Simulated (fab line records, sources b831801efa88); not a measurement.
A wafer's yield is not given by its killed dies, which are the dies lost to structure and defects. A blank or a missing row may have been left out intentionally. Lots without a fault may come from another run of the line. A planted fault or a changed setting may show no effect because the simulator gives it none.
fab line records    flow gf180mcu
[record] lots = 13  wafers = 39  lastDay = 34
route steps=602 shown VT_IMPLANT@130 POLY_GATE@157 HV_LDD@199
lots that met no fault: from a run of the same line without faults
startH: start of the lot's first displayed wafer, in hours after the record's first day    waitH: hours from the lot's prior step to this one    " identical to the entry in the row above    L1.1+2: one row covering several wafers at once    - either no value or no given start    * or withheld: withheld    < > ~ a bound
route shown NAME@n: a module of which the file shows steps, and the number in the route of the first    usual: mean/standard deviation taken from wafers without a fault    same: alike in all rows    chamber/n: place in a boat    sites: readings site by site    _std_site: standard deviation across them    _edge_site: the outer-site mean with the inner-site mean subtracted    radiusMm: how far each site lies from the wafer's centre    mask NAME#n: copy n    behind: the last tool/chamber to shape the wafer    hold: cause of the lot's hold/its duration in hours/its outcome    device: names the non-switching transistor (n, p or np)    end of line: the tests these same wafers got at the end of their route    step lacking rows: just its recipe    killed: the dies lost at the first sort to structure and to defects; this is not the yield of the wafer    map: shows each die of a wafer: x if killed, . if not, _ if none is there
set.NAME: the setting that was run; set.NAME@STEP: the one run at that earlier step    model.NAME: the simulator's own value behind a step, which no gauge read
one table for each step of the route and one row for each wafer, over a sample of lots
[[steps]]
[step GF_VT_IMPLANT_OVL_MEAS_40]
[usual] VT_IMPLANT_03_OVL = 0.5/1.2
lot.wafer  tool        chamber  startH  waitH  VT_IMPLANT_03_OVL[nm]
L202.1     overlay-02  -        155.38  0.1    1.0
L202.4     "           -        "       "      0.3
L202.6     "           -        "       "      0.2
L204.1     overlay-01  -        169.88  0.1    -0.8
L204.4     "           -        "       "      -0.1
L204.5     "           -        "       "      -1.8
L205.1     overlay-01  -        175.42  0.1    -0.7
L205.3     "           -        "       "      -0.2
L205.4     "           -        "       "      -0.4
L207.2     overlay-02  -        189.38  0.1    -1.4
L207.5     "           -        "       "      -0.2
L207.6     "           -        "       "      -1.2
L208.1     overlay-01  -        195.63  0.1    0.2
L208.5     "           -        "       "      1.3
L208.6     "           -        "       "      -0.2
L210.4     overlay-01  -        209.54  0.1    1.6
L210.5     "           -        "       "      1.1
L210.6     "           -        "       "      0.8
L211.2     overlay-01  -        218.93  0.1    1.7
L211.3     "           -        "       "      0.1
L211.6     "           -        "       "      1.5
L219.1     overlay-02  -        271.57  0.1    0.0
L219.3     "           -        "       "      -0.3
L219.5     "           -        "       "      0.6
L221.1     overlay-02  -        285.28  0.1    1.2
L221.2     "           -        "       "      0.6
L221.4     "           -        "       "      -0.8
L222.2     overlay-01  -        293.13  0.1    1.4
L222.3     "           -        "       "      0.6
L222.4     "           -        "       "      0.0
L223.1     overlay-01  -        298.98  0.1    1.0
L223.3     "           -        "       "      0.3
L223.6     "           -        "       "      0.3
L224.2     overlay-01  -        306.48  0.1    -0.2
L224.3     "           -        "       "      -1.6
L224.4     "           -        "       "      -1.5
L225.1     overlay-02  -        309.72  0.1    0.2
L225.2     "           -        "       "      0.4
L225.5     "           -        "       "      -0.6
[step GF_POLY_GATE_CVD_00]
[recipe] material = poly-Si  targetThkNm = 200  tempC = 620  timeS = 1200  pressureMtorr = 200
[usual] spikeTcBottomC = 638.7/1.6  spikeTcCentreC = 620.2/1.2  spikeTcLowerC = 620.3/1.3  spikeTcTopC = 637.8/1.4  spikeTcUpperC = 619.7/1.3  susceptorTempC = 620.02/0.28  zonePowerLowerPct = 9.28/0.11
lot.wafer  tool      chamber  startH  waitH  spikeTcBottomC  spikeTcCentreC  spikeTcLowerC  spikeTcTopC  spikeTcUpperC  susceptorTempC  zonePowerLowerPct
L202.1     lpcvd-02  0        176.91  0.0    639.0           621.5           619.8          639.2        622.1          619.75          9.33
L202.4     "         0        "       "      639.9           623.7           619.3          638.5        618.1          619.66          9.19
L202.6     "         0        "       "      641.6           621.9           620.3          637.1        621.7          619.74          9.25
L204.1     lpcvd-02  1        190.90  0.0    639.7           620.0           620.9          639.7        618.3          620.07          9.26
L204.4     "         1        "       "      641.6           619.7           621.2          639.2        618.3          619.60          9.19
L204.5     "         1        "       "      639.4           620.0           621.3          641.1        618.5          620.16          9.14
L205.1     lpcvd-01  0        197.61  0.0    636.6           618.9           619.0          637.7        621.1          619.72          9.28
L205.3     "         0        "       "      637.7           620.8           617.9          637.9        621.5          619.94          9.32
L205.4     "         0        "       "      638.5           618.8           618.2          635.5        620.1          619.58          9.29
L207.2     lpcvd-02  1        213.59  0.0    638.3           620.0           622.4          637.0        618.2          620.49          9.11
L207.5     "         1        "       "      639.7           618.6           621.1          639.9        617.1          619.97          9.12
L207.6     "         1        "       "      639.7           619.6           621.3          639.0        619.6          619.57          9.32
L208.1     lpcvd-02  1        218.95  0.0    639.1           619.3           622.8          638.6        619.4          619.41          9.03
L208.5     "         1        "       "      639.7           618.3           622.0          638.0        620.1          619.38          9.18
L208.6     "         1        "       "      638.1           620.6           621.9          638.0        618.2          619.40          9.12
L210.4     lpcvd-01  1        233.79  1.5    638.2           620.7           621.1          636.3        620.0          620.27          9.20
L210.5     "         1        "       "      637.9           621.2           622.0          635.4        619.3          620.06          9.26
L210.6     "         1        "       "      636.2           619.7           620.8          636.5        620.9          620.32          9.19
L211.2     lpcvd-02  0        243.42  0.0    650.6           629.9           630.6          646.6        629.7          630.07          9.65
L211.3     "         0        "       "      650.1           631.5           628.4          648.9        630.2          629.95          9.75
L211.6     "         0        "       "      651.6           629.8           628.6          647.9        629.3          629.90          9.62
L219.1     lpcvd-01  0        298.07  0.0    637.0           619.8           618.5          637.3        619.5          619.98          9.14
L219.3     "         0        "       "      636.0           617.7           619.0          636.2        618.9          619.88          9.26
L219.5     "         0        "       "      637.0           619.0           619.0          638.2        621.2          620.50          9.42
L221.1     lpcvd-02  0        311.40  0.0    638.7           621.2           618.9          638.9        617.7          619.62          9.12
L221.2     "         0        "       "      639.2           620.4           620.1          638.3        620.7          619.85          9.23
L221.4     "         0        "       "      639.5           620.5           620.7          636.7        620.0          619.94          9.42
L222.2     lpcvd-01  1        318.29  0.0    636.4           620.6           620.9          636.2        620.2          619.76          9.44
L222.3     "         1        "       "      637.4           620.2           620.1          637.0        620.4          619.97          9.33
L222.4     "         1        "       "      637.6           619.7           620.5          636.3        619.9          619.68          9.24
L223.1     lpcvd-01  1        325.37  0.0    637.7           620.8           621.3          635.9        620.5          620.05          9.27
L223.3     "         1        "       "      637.9           620.3           622.5          636.7        621.7          619.70          9.14
L223.6     "         1        "       "      637.9           620.3           620.8          636.5        620.7          620.36          9.21
L224.2     lpcvd-02  0        333.84  0.0    640.7           621.7           618.8          639.1        619.7          619.86          9.31
L224.3     "         0        "       "      638.9           621.2           619.8          637.3        618.4          619.88          9.39
L224.4     "         0        "       "      641.4           620.6           619.9          638.8        620.1          619.82          9.27
L225.1     lpcvd-01  0        335.54  0.0    638.2           617.9           618.1          637.9        620.1          620.24          9.21
L225.2     "         0        "       "      639.2           621.4           618.9          637.4        617.8          619.90          9.29
L225.5     "         0        "       "      638.6           618.7           621.2          637.7        620.4          620.35          9.46
[step GF_POLY_GATE_THK_MEAS_01]
[recipe] reads = poly-Si_of_POLY_GATE_CVD_00
[usual] POLY_GATE_CVD_00_THK = 199.7/2.2
lot.wafer  tool          chamber  startH  waitH  POLY_GATE_CVD_00_THK[nm]
L202.1     filmMetro-03  -        178.25  0.0    196.9
L202.4     "             -        "       "      196.7
L202.6     "             -        "       "      197.6
L204.1     filmMetro-03  -        192.23  0.0    198.9
L204.4     "             -        "       "      198.3
L204.5     "             -        "       "      199.1
L205.1     filmMetro-03  -        198.95  0.0    203.6
L205.3     "             -        "       "      202.8
L205.4     "             -        "       "      201.1
L207.2     filmMetro-02  -        215.60  0.0    200.0
L207.5     "             -        "       "      200.6
L207.6     "             -        "       "      198.8
L208.1     filmMetro-02  -        220.28  0.0    198.5
L208.5     "             -        "       "      197.7
L208.6     "             -        "       "      199.3
L210.4     filmMetro-04  -        235.15  0.0    202.4
L210.5     "             -        "       "      202.6
L210.6     "             -        "       "      203.3
L211.2     filmMetro-03  -        244.76  0.0    252.1
L211.3     "             -        "       "      251.7
L211.6     "             -        "       "      251.7
L219.1     filmMetro-02  -        299.40  0.0    201.0
L219.3     "             -        "       "      200.1
L219.5     "             -        "       "      199.4
L221.1     filmMetro-04  -        312.73  0.0    203.5
L221.2     "             -        "       "      204.2
L221.4     "             -        "       "      202.2
L222.2     filmMetro-04  -        319.64  0.0    202.3
L222.3     "             -        "       "      202.1
L222.4     "             -        "       "      201.5
L223.1     filmMetro-03  -        327.37  0.0    200.7
L223.3     "             -        "       "      202.3
L223.6     "             -        "       "      201.3
L224.2     filmMetro-02  -        335.19  0.0    200.7
L224.3     "             -        "       "      201.0
L224.4     "             -        "       "      200.9
L225.1     filmMetro-02  -        336.88  0.0    200.5
L225.2     "             -        "       "      199.6
L225.5     "             -        "       "      200.2
[step GF_POLY_GATE_OVL_MEAS_11]
[usual] POLY_GATE_OVL = 0/6.2
lot.wafer  tool        chamber  startH  waitH  POLY_GATE_OVL[nm]
L202.1     overlay-01  -        195.84  0.1    -2
L202.4     "           -        "       "      2
L202.6     "           -        "       "      2
L204.1     overlay-01  -        209.10  0.1    13
L204.4     "           -        "       "      4
L204.5     "           -        "       "      14
L205.1     overlay-01  -        216.01  0.1    10
L205.3     "           -        "       "      3
L205.4     "           -        "       "      -7
L207.2     overlay-01  -        233.12  0.1    4
L207.5     "           -        "       "      -6
L207.6     "           -        "       "      -1
L208.1     overlay-02  -        238.54  0.1    1
L208.5     "           -        "       "      12
L208.6     "           -        "       "      8
L210.4     overlay-02  -        253.71  0.1    10
L210.5     "           -        "       "      6
L210.6     "           -        "       "      8
L211.2     overlay-02  -        263.67  0.1    3
L211.3     "           -        "       "      -4
L211.6     "           -        "       "      0
L219.1     overlay-01  -        320.55  0.1    2
L219.3     "           -        "       "      9
L219.5     "           -        "       "      7
L221.1     overlay-02  -        334.25  0.1    2
L221.2     "           -        "       "      12
L221.4     "           -        "       "      15
L222.2     overlay-01  -        341.15  0.1    -2
L222.3     "           -        "       "      10
L222.4     "           -        "       "      1
L223.1     overlay-02  -        349.04  0.1    4
L223.3     "           -        "       "      1
L223.6     "           -        "       "      -5
L224.2     overlay-02  -        357.50  0.1    -3
L224.3     "           -        "       "      0
L224.4     "           -        "       "      -4
L225.1     overlay-01  -        359.19  0.1    -4
L225.2     "           -        "       "      -5
L225.5     "           -        "       "      -4
[step GF_HV_LDD_TW_MEAS_23]
[usual] HV_LDD_2_TW = 1051/12
lot.wafer  tool          chamber  startH  waitH  HV_LDD_2_TW
L202.1     filmMetro-01  -        233.05  0.1    1067
L202.4     "             -        "       "      1071
L202.6     "             -        "       "      1070
L204.1     filmMetro-03  -        247.28  0.1    1044
L204.4     "             -        "       "      1049
L204.5     "             -        "       "      1055
L205.1     filmMetro-01  -        254.53  0.1    1069
L205.3     "             -        "       "      1071
L205.4     "             -        "       "      1071
L207.2     filmMetro-03  -        271.91  0.1    1043
L207.5     "             -        "       "      1033
L207.6     "             -        "       "      1034
L208.1     filmMetro-04  -        279.25  0.1    1042
L208.5     "             -        "       "      1048
L208.6     "             -        "       "      1038
L210.4     filmMetro-03  -        294.91  0.1    1043
L210.5     "             -        "       "      1039
L210.6     "             -        "       "      1036
L211.2     filmMetro-01  -        305.49  0.1    1071
L211.3     "             -        "       "      1072
L211.6     "             -        "       "      1062
L219.1     filmMetro-04  -        366.28  0.1    1042
L219.3     "             -        "       "      1040
L219.5     "             -        "       "      1047
L221.1     filmMetro-03  -        380.78  0.1    1045
L221.2     "             -        "       "      1049
L221.4     "             -        "       "      1040
L222.2     filmMetro-03  -        389.40  0.1    1045
L222.3     "             -        "       "      1044
L222.4     "             -        "       "      1044
L223.1     filmMetro-01  -        397.08  0.1    1070
L223.3     "             -        "       "      1069
L223.6     "             -        "       "      1068
L224.2     filmMetro-03  -        405.74  0.1    1045
L224.3     "             -        "       "      1042
L224.4     "             -        "       "      1038
L225.1     filmMetro-04  -        407.84  0.1    1055
L225.2     "             -        "       "      1052
L225.5     "             -        "       "      1049
[[key]]
[firstSign] step = GF_POLY_GATE_CVD_00  reading = susceptorTempC  direction = up  sigmas = 35  usual = *  struck = *
[effect] step = GF_POLY_GATE_CVD_00  reading = spikeTcCentreC  direction = up  sigmas = 8.6  usual = 620.2  struck = 630.4
[effect] step = GF_POLY_GATE_THK_MEAS_01  reading = POLY_GATE_CVD_00_THK  direction = up  sigmas = 24  usual = 199.7  struck = 251.9
metAt GF_POLY_GATE_CVD_00
struckLots L211
struckWafers L211.2,L211.3,L211.6
testerLeftOut L211
notActingAt GF_VT_IMPLANT_OVL_MEAS_40,GF_POLY_GATE_OVL_MEAS_11,GF_HV_LDD_TW_MEAS_23
onsetBetween 176.91 243.42
[fault] kind = processParameterDrift  tool = lpcvd-02  chamber = 0  onsetH = 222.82  steps = GF_POLY_GATE_CVD_00  channel = tempC  offset = *  shape = step  endH = 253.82  actsIn = *  stated = *
// testerLeftOut: of these lots the tester's yield and bins aren't shown, on N5 and GAA mostly nor the transistor test; their killed dies are dies lost to structure and defects alone, not to doping, threshold or leakage, so they don't give the yield
